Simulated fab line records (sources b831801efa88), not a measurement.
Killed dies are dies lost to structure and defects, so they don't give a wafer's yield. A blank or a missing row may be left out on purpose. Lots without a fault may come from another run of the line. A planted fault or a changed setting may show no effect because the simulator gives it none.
fab line records | flow gf180mcu
record: lots: 13 | wafers: 39 | last_day: 34
route steps=602 shown MVSD@75 V1@352 V2@405
lots that met no fault: from a run of the same line without faults
start_h: hours from the record's opening day to when the first of the lot's shown wafers began | wait_h: time in hours since the lot's previous step | " repeats the value in the row above | L1.1+2: several wafers, shown together as one row | - no value, or no start was given | * or withheld: withheld | < > ~ a bound
route shown NAME@n: names a module that has steps shown in the file, with the first one's number in the route | usual: mean/standard deviation of fault-free wafers | same: alike in all rows | chamber/n: place in a boat | sites: per-site readings | _std_site: the standard deviation of these | _edge_site: mean of outer sites minus mean of inner sites | radius_mm: for every site, how far away it sits from the centre of the wafer | mask NAME#n: copy n | behind: the most recent tool/chamber to have shaped the wafer | hold: what put the lot on hold/how long, in hours/how the hold closed | device: the n, p or np transistor that did not switch | end of line: tests of these same wafers at the route's end | a step given without rows: its recipe and nothing more | killed: not the wafer's yield, but the dies lost to structure and defects at the first sort | map: a wafer's dies, x killed, . not, _ none there
set.NAME: the setting the step ran with; set.NAME@STEP: the setting that earlier step ran with | model.NAME: the simulator's own value behind a step, which no gauge read
one table for each step of the route and one row for each wafer, over a sample of lots
services: when a tool's chamber went out of use (start_h, in hours from the record's first day, below 0 if earlier), for how many hours, and the reason
== steps ==
step: GF_MVSD_IMPLANT_09
recipe: species: P | energy_kev: 100 | dose_cm2: 5e+12 | tilt_deg: 0
usual: beam_on_s: 10.03/0.19 | faraday_current_uA: 28.1/0.53
same: implant_ion_amu: 31
lot.wafer | tool         | chamber | start_h | wait_h | beam_on_s | faraday_current_uA
L530.1    | implanter-04 | 0       | 85.19   | 0.1    | 9.77      | 29.0
L530.3    | "            | 0       | "       | "      | 10.06     | 28.0
L530.5    | "            | 0       | "       | "      | 10.01     | 28.3
L532.2    | implanter-01 | 0       | 94.66   | 0.1    | 10.15     | 27.9
L532.3    | "            | 0       | "       | "      | 10.01     | 28.2
L532.5    | "            | 0       | "       | "      | 10.06     | 28.0
L534.1    | implanter-03 | 0       | 109.99  | 0.1    | 9.82      | 28.6
L534.2    | "            | 0       | "       | "      | 10.22     | 27.6
L534.5    | "            | 0       | "       | "      | 9.86      | 28.7
L535.3    | implanter-04 | 0       | 112.94  | 0.1    | 9.91      | 28.5
L535.5    | "            | 0       | "       | "      | 9.66      | 29.2
L535.6    | "            | 0       | "       | "      | 10.07     | 28.0
L536.4    | implanter-03 | 0       | 117.41  | 0.1    | 10.22     | 27.5
L536.5    | "            | 0       | "       | "      | 9.99      | 28.2
L536.6    | "            | 0       | "       | "      | 10.03     | 27.9
L538.2    | implanter-03 | 0       | 128.67  | 0.1    | 9.76      | 28.8
L538.3    | "            | 0       | "       | "      | 9.88      | 28.5
L538.6    | "            | 0       | "       | "      | 10.13     | 27.9
L539.4    | implanter-04 | 0       | 133.21  | 0.1    | 10.28     | 27.3
L539.5    | "            | 0       | "       | "      | 9.68      | 29.0
L539.6    | "            | 0       | "       | "      | 9.89      | 28.5
L543.3    | implanter-01 | 0       | 159.69  | 0.1    | 9.84      | 28.6
L543.5    | "            | 0       | "       | "      | 9.81      | 28.7
L543.6    | "            | 0       | "       | "      | 10.38     | 27.2
L544.2    | implanter-04 | 0       | 169.81  | 0.1    | 10.12     | 27.8
L544.4    | "            | 0       | "       | "      | 10.23     | 27.5
L544.5    | "            | 0       | "       | "      | 10.10     | 27.9
L545.2    | implanter-03 | 0       | 169.92  | 0.1    | 12.29     | 22.9
L545.4    | "            | 0       | "       | "      | 12.34     | 22.8
L545.6    | "            | 0       | "       | "      | 12.35     | 22.7
L547.2    | implanter-03 | 0       | 184.37  | 0.1    | 12.17     | 23.2
L547.3    | "            | 0       | "       | "      | 12.76     | 22.1
L547.4    | "            | 0       | "       | "      | 12.45     | 22.7
L550.1    | implanter-01 | 0       | 205.74  | 0.1    | 9.98      | 28.3
L550.3    | "            | 0       | "       | "      | 10.03     | 28.1
L550.5    | "            | 0       | "       | "      | 10.28     | 27.3
L552.1    | implanter-01 | 0       | 215.99  | 0.1    | 9.87      | 28.5
L552.3    | "            | 0       | "       | "      | 9.93      | 28.4
L552.5    | "            | 0       | "       | "      | 9.93      | 28.3
step: GF_VT_IMPLANT_RS_MEAS_46
recipe: thk_meas_gauge: four-point-probe
usual: MVSD_RS: 456.4/1
lot.wafer | tool          | chamber | start_h | wait_h | MVSD_RS[ohm/sq]
L530.1    | film_metro-02 | -       | 158.40  | 0.2    | 457.2
L530.3    | "             | -       | "       | "      | 456.1
L530.5    | "             | -       | "       | "      | 457.1
L532.2    | film_metro-01 | -       | 171.17  | 0.1    | 455.6
L532.3    | "             | -       | "       | "      | 456.4
L532.5    | "             | -       | "       | "      | 457.1
L534.1    | film_metro-02 | -       | 187.55  | 0.1    | 457.3
L534.2    | "             | -       | "       | "      | 457.1
L534.5    | "             | -       | "       | "      | 457.4
L535.3    | film_metro-02 | -       | 190.85  | 0.1    | 455.4
L535.5    | "             | -       | "       | "      | 454.7
L535.6    | "             | -       | "       | "      | 454.6
L536.4    | film_metro-04 | -       | 196.67  | 0.1    | 457.4
L536.5    | "             | -       | "       | "      | 456.9
L536.6    | "             | -       | "       | "      | 454.6
L538.2    | film_metro-02 | -       | 211.62  | 0.1    | 457.4
L538.3    | "             | -       | "       | "      | 457.0
L538.6    | "             | -       | "       | "      | 456.9
L539.4    | film_metro-02 | -       | 216.90  | 0.1    | 457.3
L539.5    | "             | -       | "       | "      | 457.1
L539.6    | "             | -       | "       | "      | 456.3
L543.3    | film_metro-01 | -       | 246.03  | 0.1    | 457.9
L543.5    | "             | -       | "       | "      | 456.3
L543.6    | "             | -       | "       | "      | 456.8
L544.2    | film_metro-02 | -       | 258.66  | 0.1    | 456.6
L544.4    | "             | -       | "       | "      | 455.2
L544.5    | "             | -       | "       | "      | 455.3
L545.2    | film_metro-01 | -       | 258.92  | 0.1    | 441.3
L545.4    | "             | -       | "       | "      | 439.7
L545.6    | "             | -       | "       | "      | 441.4
L547.2    | film_metro-04 | -       | 276.68  | 0.1    | 442.1
L547.3    | "             | -       | "       | "      | 442.3
L547.4    | "             | -       | "       | "      | 441.9
L550.1    | film_metro-04 | -       | 300.05  | 0.1    | 457.7
L550.3    | "             | -       | "       | "      | 456.7
L550.5    | "             | -       | "       | "      | 456.3
L552.1    | film_metro-04 | -       | 313.05  | 0.1    | 458.0
L552.3    | "             | -       | "       | "      | 456.9
L552.5    | "             | -       | "       | "      | 457.1
step: GF_V1_ETCH_17
recipe: chemistry: C4F8/O2/Ar | mask_material: KrF | target: SiO2 | stop_on: TiN | source_w: 1500 | bias_w: 1200 | pressure_mtorr: 40 | c4f8_flow_sccm: withheld | O2_flow_sccm: 6 | Ar_flow_sccm: 300 | time_s: withheld | target_depth_a: 6300
usual: oes_product_au: 0.855/0.0045
lot.wafer | tool        | chamber | start_h | wait_h | oes_product_au
L530.1    | rie_diel-01 | 2       | -       | -      | 0.857
L530.3    | "           | 1       | "       | "      | 0.854
L530.5    | "           | 1       | "       | "      | 0.859
L532.2    | rie_diel-04 | 0       | -       | -      | 0.853
L532.3    | "           | 2       | "       | "      | 0.856
L532.5    | "           | 2       | "       | "      | 0.855
L534.1    | rie_diel-01 | 0       | -       | -      | 0.857
L534.2    | "           | 2       | "       | "      | 0.851
L534.5    | "           | 1       | "       | "      | 0.855
L535.3    | rie_diel-04 | 0       | -       | -      | 0.860
L535.5    | "           | 1       | "       | "      | 0.857
L535.6    | "           | 0       | "       | "      | 0.867
L536.4    | rie_diel-03 | 2       | -       | -      | 0.852
L536.5    | "           | 1       | "       | "      | 0.860
L536.6    | "           | 0       | "       | "      | 0.865
L538.2    | rie_diel-04 | 1       | -       | -      | 0.849
L538.3    | "           | 3       | "       | "      | 0.866
L538.6    | "           | 2       | "       | "      | 0.851
L539.4    | rie_diel-01 | 2       | -       | -      | 0.856
L539.5    | "           | 1       | "       | "      | 0.865
L539.6    | "           | 2       | "       | "      | 0.853
L543.3    | rie_diel-01 | 3       | -       | -      | 0.860
L543.5    | "           | 1       | "       | "      | 0.862
L543.6    | "           | 2       | "       | "      | 0.852
L545.2    | rie_diel-01 | 3       | -       | -      | 0.858
L545.4    | "           | 0       | "       | "      | 0.853
L545.6    | "           | 3       | "       | "      | 0.852
L544.2    | rie_diel-03 | 3       | -       | -      | 0.853
L544.4    | "           | 1       | "       | "      | 0.859
L544.5    | "           | 3       | "       | "      | 0.856
L547.2    | rie_diel-04 | 3       | -       | -      | 0.859
L547.3    | "           | 0       | "       | "      | 0.856
L547.4    | "           | 0       | "       | "      | 0.858
L550.1    | rie_diel-01 | 0       | -       | -      | 0.853
L550.3    | "           | 3       | "       | "      | 0.858
L550.5    | "           | 3       | "       | "      | 0.853
L552.1    | rie_diel-03 | 0       | -       | -      | 0.854
L552.3    | "           | 3       | "       | "      | 0.858
L552.5    | "           | 3       | "       | "      | 0.848
step: GF_V2_CVD_23
recipe: material: W | target_thk_nm: 350 | time_s: 104.94 | temp_c: 400 | pressure_torr: 40
usual: heater_power_w: 817/97
lot.wafer | tool     | chamber | start_h | wait_h | heater_power_w
L530.1    | cvd_w-01 | 1       | 473.05  | 0.0    | 817
L530.3    | "        | 1       | "       | "      | 831
L530.5    | "        | 0       | "       | "      | 789
L532.2    | cvd_w-01 | 0       | 489.95  | 0.0    | 809
L532.3    | "        | 1       | "       | "      | 823
L532.5    | "        | 0       | "       | "      | 814
L534.1    | cvd_w-01 | 1       | 503.07  | 0.0    | 840
L534.2    | "        | 0       | "       | "      | 814
L534.5    | "        | 1       | "       | "      | 839
L535.3    | cvd_w-02 | 1       | 508.86  | 0.1    | 720
L535.5    | "        | 1       | "       | "      | 704
L535.6    | "        | 0       | "       | "      | 925
L536.4    | cvd_w-02 | 0       | 521.41  | 0.1    | 917
L536.5    | "        | 0       | "       | "      | 938
L536.6    | "        | 1       | "       | "      | 701
L538.2    | cvd_w-02 | 0       | 542.40  | 0.0    | 904
L538.3    | "        | 1       | "       | "      | 701
L538.6    | "        | 0       | "       | "      | 920
L539.4    | cvd_w-02 | 0       | 550.15  | 0.1    | 912
L539.5    | "        | 0       | "       | "      | 922
L539.6    | "        | 1       | "       | "      | 694
L543.3    | cvd_w-01 | 1       | 583.76  | 0.1    | 853
L543.5    | "        | 0       | "       | "      | 797
L543.6    | "        | 1       | "       | "      | 828
L545.2    | cvd_w-02 | 1       | 598.11  | 0.0    | 704
L545.4    | "        | 1       | "       | "      | 718
L545.6    | "        | 1       | "       | "      | 701
L544.2    | cvd_w-02 | 1       | 599.40  | 0.0    | 705
L544.4    | "        | 1       | "       | "      | 711
L544.5    | "        | 1       | "       | "      | 704
L547.2    | cvd_w-02 | 1       | 612.47  | 0.0    | 706
L547.3    | "        | 1       | "       | "      | 700
L547.4    | "        | 0       | "       | "      | 934
L550.1    | cvd_w-01 | 0       | 636.17  | 0.0    | 816
L550.3    | "        | 0       | "       | "      | 815
L550.5    | "        | 0       | "       | "      | 819
L552.1    | cvd_w-02 | 1       | 646.86  | 0.0    | 732
L552.3    | "        | 1       | "       | "      | 723
L552.5    | "        | 1       | "       | "      | 719
step: GF_V2_CMP_26
recipe: stop_on: SiO2 | down_force_psi: 3.5 | platen_rpm: 60 | t_overpolish_s: 15 | target_thk_nm: 0 | pad_velocity_m_s: 0.94248
usual: motor_current_A: 11.2/0.5 | overpolish_run_s: 15.000/0.0093 | slurry_flow_ml_min: 150.1/0.48 | time_to_endpoint_s: 82/4.5
lot.wafer | tool   | chamber | start_h | wait_h | motor_current_A | overpolish_run_s | slurry_flow_ml_min | time_to_endpoint_s
L530.1    | cmp-02 | 3       | 473.35  | 0.1    | 10.7            | 14.993           | 149.8              | 84
L530.3    | "      | 1       | "       | "      | 10.5            | 14.988           | 150.0              | 85
L530.5    | "      | 3       | "       | "      | 11.0            | 15.025           | 149.9              | 80
L532.3    | cmp-01 | 0       | 490.24  | 0.0    | 10.8            | 15.006           | 150.6              | 89
L532.2    | "      | 3       | "       | "      | 11.7            | 14.996           | 149.8              | 82
L532.5    | "      | 1       | "       | "      | 10.4            | 15.001           | 149.9              | 85
L534.2    | cmp-01 | 1       | 503.41  | 0.1    | 10.6            | 15.008           | 150.4              | 78
L534.1    | "      | 2       | "       | "      | 10.9            | 15.016           | 149.5              | 83
L534.5    | "      | 1       | "       | "      | 10.8            | 15.006           | 149.6              | 79
L535.3    | cmp-01 | 1       | 509.16  | 0.1    | 10.2            | 15.009           | 151.0              | 81
L535.6    | "      | 0       | "       | "      | 10.6            | 15.006           | 150.7              | 86
L535.5    | "      | 1       | "       | "      | 10.5            | 14.996           | 150.8              | 83
L536.4    | cmp-02 | 1       | 521.81  | 0.2    | 11.3            | 15.019           | 149.8              | 80
L536.5    | "      | 2       | "       | "      | 11.1            | 15.012           | 149.8              | 76
L536.6    | "      | 3       | "       | "      | 10.8            | 14.997           | 150.4              | 81
L538.2    | cmp-01 | 0       | 542.74  | 0.1    | 11.4            | 15.024           | 149.7              | 90
L538.3    | "      | 2       | "       | "      | 11.5            | 15.003           | 150.5              | 87
L538.6    | "      | 0       | "       | "      | 11.9            | 15.005           | 149.9              | 89
L539.4    | cmp-02 | 0       | 550.46  | 0.1    | 12.3            | 14.995           | 150.4              | 80
L539.6    | "      | 3       | "       | "      | 11.4            | 14.990           | 150.1              | 82
L539.5    | "      | 0       | "       | "      | 11.7            | 15.001           | 150.0              | 80
L543.3    | cmp-01 | 2       | 584.11  | 0.1    | 10.8            | 15.006           | 150.0              | 89
L543.5    | "      | 0       | "       | "      | 10.6            | 15.011           | 150.2              | 85
L543.6    | "      | 1       | "       | "      | 11.3            | 14.998           | 150.3              | 82
L545.4    | cmp-02 | 0       | 598.40  | 0.0    | 11.7            | 15.002           | 149.7              | 79
L545.2    | "      | 2       | "       | "      | 10.8            | 14.998           | 149.2              | 76
L545.6    | "      | 1       | "       | "      | 10.9            | 15.008           | 149.8              | 79
L544.2    | cmp-02 | 1       | 599.69  | 0.0    | 11.4            | 15.001           | 149.7              | 78
L544.4    | "      | 2       | "       | "      | 11.1            | 15.004           | 149.8              | 76
L544.5    | "      | 2       | "       | "      | 11.0            | 14.993           | 148.8              | 72
L547.2    | cmp-02 | 2       | 612.81  | 0.1    | 11.3            | 14.992           | 149.4              | 78
L547.3    | "      | 0       | "       | "      | 12.2            | 15.008           | 150.2              | 77
L547.4    | "      | 1       | "       | "      | 11.2            | 15.001           | 149.9              | 80
L550.1    | cmp-01 | 1       | 636.46  | 0.1    | 10.5            | 15.003           | 150.3              | 82
L550.3    | "      | 2       | "       | "      | 11.2            | 14.991           | 150.1              | 89
L550.5    | "      | 2       | "       | "      | 11.6            | 14.993           | 150.0              | 85
L552.1    | cmp-01 | 0       | 647.20  | 0.1    | 11.0            | 14.993           | 149.9              | 85
L552.3    | "      | 1       | "       | "      | 10.5            | 15.001           | 149.6              | 85
L552.5    | "      | 0       | "       | "      | 11.0            | 15.007           | 150.2              | 89
== services ==
tool     | chamber | start_h | hours | kind
cmp-01   | -       | 110.86  | 5.0   | pm
cvd_w-02 | -       | 124.61  | 0.6   | repair
cvd_w-02 | -       | 230.83  | 6.0   | pm
cmp-01   | -       | 232.00  | 4.0   | pm
cmp-01   | -       | 253.44  | 3.5   | repair
cvd_w-02 | -       | 292.03  | 2.8   | pm
cmp-01   | -       | 307.82  | 0.6   | repair
cvd_w-02 | -       | 328.99  | 1.3   | repair
cmp-01   | -       | 355.67  | 13.7  | repair
cvd_w-02 | 0       | 392.30  | 1.9   | repair
cvd_w-02 | 1       | 396.82  | 10.6  | repair
cvd_w-02 | 0       | 418.46  | 9.8   | repair
cvd_w-02 | 0       | 428.34  | 2.7   | repair
cmp-01   | -       | 479.92  | 3.2   | pm
cvd_w-02 | -       | 482.86  | 14.6  | pm
cmp-01   | -       | 508.23  | 0.8   | repair
cvd_w-02 | 0       | 510.65  | 3.9   | repair
cmp-01   | -       | 520.74  | 15.4  | pm
cmp-01   | -       | 557.71  | 1.2   | repair
cmp-01   | -       | 559.27  | 1.8   | repair
cmp-01   | -       | 572.00  | 4.0   | pm
cmp-01   | -       | 592.73  | 0.5   | repair
cmp-01   | -       | 603.18  | 2.7   | repair
cmp-01   | -       | 605.84  | 7.8   | pm
== key ==
first_sign: step: GF_MVSD_IMPLANT_09 | reading: beam_on_s | direction: up | sigmas: 13 | usual: 10.03 | struck: 12.39
effect: step: GF_MVSD_IMPLANT_09 | reading: faraday_current_uA | direction: down | sigmas: 10 | usual: 28.1 | struck: 22.7
effect: step: GF_VT_IMPLANT_RS_MEAS_46 | reading: MVSD_RS | direction: down | sigmas: 15 | usual: 456.4 | struck: 441.5
met_at GF_MVSD_IMPLANT_09
struck_lots L545,L547
tester_left_out L545,L547
not_acting_at GF_V1_ETCH_17,GF_V2_CVD_23,GF_V2_CMP_26
onset_between 128.67 169.92
fault: kind: process_parameter_drift | tool: implanter-03 | chamber: - | onset_h: 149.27 | steps: GF_MVSD_IMPLANT_09 | channel: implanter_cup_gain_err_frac | offset: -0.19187 | shape: step | end_h: 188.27
tester_left_out: of these lots the tester's yield and bins aren't shown, on N5 and GAA mostly nor the transistor test; their killed dies are dies lost to structure and defects alone, not to doping, threshold or leakage, so they don't give the yield
